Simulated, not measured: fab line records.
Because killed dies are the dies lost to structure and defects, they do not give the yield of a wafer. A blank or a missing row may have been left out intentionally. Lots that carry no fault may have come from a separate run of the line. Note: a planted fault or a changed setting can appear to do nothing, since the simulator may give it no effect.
Comparing a struck lot with a sound one ; flow sky130 ; 15 steps out of a route of 708
Sound: the wafers L418.2, L418.3, L418.4. Struck: wafers L433.3, L433.5 (left out: L433.4, a lot-mate that was not struck); the cause follows at the end.
At each step with rows: each side's tool, then ch and its chambers, then its first start. Under that, the readings that differ: sound wafers ; struck wafers ; difference of the means ; sigmas: that difference in standard deviations of wafers without a fault.
alike: a reading whose means differ by less than 2 such deviations, as well as words and numbers matching on both sides. not compared: withheld readings; readings where some wafer has no value; bounds like >300 that might hide an equal value; numbers whose values overlap and for which the record gives no deviation.
Wherever a step has rows on one side only, a row that says differs or no value, or a row with sigmas, the two part there. Non-overlapping numbers with no deviation appear without sigmas and do not part them. Lack of a reading on every wafer of one side parts them only where that side has two or more wafers.

first, 8 steps without rows for these wafers: SKY_METAL1_DEHYDRATE_07 (time 60 s); SKY_METAL1_HMDS_08 (prime time 60 s); SKY_METAL1_COAT_09 (resist thk 60 nm); SKY_METAL1_COAT_10 (resist thk 450 nm); SKY_METAL1_SOFTBAKE_11 (time 90 s); SKY_METAL1_EXPOSE_12 (exposes mask MM1, target cd 140 nm); SKY_METAL1_PEB_13; SKY_METAL1_DEVELOP_14 (develop time 60 s).
SKY_METAL1_CD_MEAS_15: the cd target is 140 nm.
  sound: cd-sem-02 at day 33 19:14; struck: cd-sem-02 at day 38 05:01
  alike: cd-nm
SKY_METAL1_OVL_MEAS_16:
  sound: overlay-02 at day 33 19:21; struck: overlay-02 at day 38 05:07
  alike: METAL1_OVL
SKY_METAL1_DESCUM_17: chemistry O2, time 8 s.
  sound on rie-metal-04 ch 0,1, day 33 19:23; struck on rie-metal-04 ch 0, day 38 05:08
  alike: drypump-motor-current-A, oes-product-au, rf-fwd-power-W
  not compared: rf-hours-counter-h
SKY_METAL1_ETCH_18: etches BARC in N2/H2, stops on SiO2, time 45.9 s, target depth 60 nm.
  sound on rie-metal-04 ch 0,1, day 33 19:25; struck on rie-metal-04 ch 0, day 38 05:11
reading;sound;struck;difference;sigmas
oes-product-au (a.u.);0.846 0.848 0.852;0.863 0.856;+0.011;+2
  alike: bias-w, drypump-motor-current-A, rf-fwd-power-W, throttle-valve-pct
  not compared: rf-hours-counter-h
SKY_METAL1_METAL_ETCH_19: etches the open film in Cl2/BCl3, stops on SiO2, target depth 360 nm, time 78 s.
  sound on rie-metal-04 ch 0,1, day 33 19:28; struck on rie-metal-04 ch 0, day 38 05:15
reading;sound;struck;difference;sigmas
oes-product-au (a.u.);0.857 0.858 0.860;0.796 0.802;-0.059;-11
over-etch-frac;0.3 0.3 0.3;0.47918 0.47918;+0.17918;
model.KrF-thick_of_METAL1_COAT_10.thk-nm (nm);149.4 147.4 159.9;119.8 118.2;-33.2;
model.METAL1.cd-nm (nm);136.4 137 139.6;132.8 133.5;-4.5;
  alike: bias-w, drypump-motor-current-A, mfc-cl2-sccm, rf-fwd-power-W, throttle-valve-pct
  not compared: rf-hours-counter-h
SKY_METAL1_STRIP_20: strips in O2/N2.
  sound on plasma-asher-04 ch 0,1, day 33 19:34; struck on plasma-asher-03 ch 1, day 38 05:21
reading;sound;struck;difference;sigmas
oes-product-au (a.u.);0.339 0.336 0.340;0.326 0.325;-0.013;-3
strip-time-to-endpoint-s (s);2.58 2.57 2.72;2.24 2.25;-0.38;-6
  alike: drypump-motor-current-A
  not compared: rf-hours-counter-h
then, 1 step without rows for these wafers: SKY_METAL1_STRIP_21 (strips in post etch residue remover, time 1200 s).

WHERE THEY PART
Last at SKY_METAL1_STRIP_20 as far as this record goes, first at SKY_METAL1_ETCH_18.

WHY: the cause the simulator had injected
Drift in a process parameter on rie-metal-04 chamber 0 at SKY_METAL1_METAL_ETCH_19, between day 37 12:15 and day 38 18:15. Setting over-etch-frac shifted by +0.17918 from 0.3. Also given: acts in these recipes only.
